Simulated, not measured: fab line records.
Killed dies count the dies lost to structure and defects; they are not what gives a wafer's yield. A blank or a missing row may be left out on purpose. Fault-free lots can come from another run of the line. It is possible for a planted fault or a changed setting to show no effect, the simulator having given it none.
Comparing a struck lot with a sound one | flow sky130 | 18 steps out of a route of 708
Sound: wafers L468.1, L468.2, L468.3. Wafers L465.1, L465.2, L465.3 were the ones struck. The cause is given at the end.
Per side, at each step with rows, come the tool, then ch with its chambers, and then its first start. Under that, the readings that differ: sound wafers | struck wafers | difference of the means | sigmas: that difference in standard deviations of wafers without a fault.
alike: readings with means less than 2 such deviations apart, plus words and numbers identical on both sides. not compared: withheld readings, readings lacking a value on some wafer, bounds such as >300 that could conceal the same value, and numbers that have no deviation in the record and whose values overlap.
Wherever a step has rows on one side only, a row that says differs or no value, or a row with sigmas, the two part there. Numbers that don't overlap but have no deviation are shown without sigmas and don't part them. Lack of a reading on every wafer of one side parts them only where that side has two or more wafers.

first, 3 steps without rows for these wafers: SKY_LDD_P_EXPOSE_04 (exposes mask PSDM, target cd 380 nm); SKY_LDD_P_PEB_05; SKY_LDD_P_DEVELOP_06 (develop time 60 s).
SKY_LDD_P_CD_MEAS_07: target cd 380 nm.
  sound on cd sem-01 at day 23 16:47; struck on cd sem-01 at day 22 12:58
  alike: cd nm
SKY_LDD_P_OVL_MEAS_08:
  sound on overlay-02 at day 23 16:54; struck on overlay-02 at day 22 13:05
  alike: LDD_P_OVL
after that, 1 step had no rows for these wafers: SKY_LDD_P_IMPLANT_09.
SKY_LDD_P_STRIP_10: strips in O2/N2.
  sound on plasma asher-03 ch 0,1, day 23 17:05; struck on plasma asher-04 ch 0,1, day 22 13:17
  alike: drypump motor current A, n2 flow sccm, oes product au, strip time to endpoint s
  not compared: rf hours counter h
SKY_LDD_P_TW_MEAS_11:
  sound on film metro-01 at day 23 17:11; struck on film metro-01 at day 22 13:23
  alike: LDD_P_TW
then, 4 steps without rows for these wafers: SKY_LDD_HVN_DEHYDRATE_00 (time 60 s); SKY_LDD_HVN_HMDS_01 (prime time 60 s); SKY_LDD_HVN_COAT_02 (resist thk 300 nm); SKY_LDD_HVN_SOFTBAKE_03 (time 60 s).
SKY_LDD_HVN_EXPOSE_04: exposes mask HVNTM, target cd 700 nm.
  sound on iline stepper-02 ch 0, day 24 08:31; struck on iline stepper-01 ch 0, day 23 04:48
  reading                         | sound                | struck            | difference | sigmas
  model.LDD_HVN.overlay x nm (nm) | 0.2367 0.2367 0.2367 | 57.82 57.82 57.82 | +57.58     |
  alike: mask, stage vel mm s
then, 2 steps without rows for these wafers: SKY_LDD_HVN_PEB_05; SKY_LDD_HVN_DEVELOP_06 (develop time 60 s).
SKY_LDD_HVN_OVL_MEAS_07:
  sound on overlay-01 at day 24 22:21; struck on overlay-01 at day 23 19:27
  reading          | sound       | struck         | difference | sigmas
  LDD_HVN_OVL (nm) | 2.7 1.8 1.9 | 59.4 57.8 57.7 | +56.2      | +35
after that, 1 step had no rows for these wafers: SKY_LDD_HVN_IMPLANT_08.
-- record jumps: 24 days separate the struck wafers' starts on either side; left off in module LDD_HVN, taken up again in module PAD_OPEN, whose first shown step is the route's number 708 --
SKY_PAD_OPEN_PROBE_99:
  sound on prober-02 at day 48 19:08; struck on prober-02 at day 48 00:55
  alike: killed_at_M0_to_M3, killed_at_M4_up, killed at contacts, killed at front end, killed at other, killed dies, killed on rim, killed open, killed short

## WHERE THEY PART
Only at SKY_LDD_HVN_OVL_MEAS_07, within this record. Later steps at which nothing parts them and some readings are alike: SKY_PAD_OPEN_PROBE_99.

WHY: what had been put in by the simulator
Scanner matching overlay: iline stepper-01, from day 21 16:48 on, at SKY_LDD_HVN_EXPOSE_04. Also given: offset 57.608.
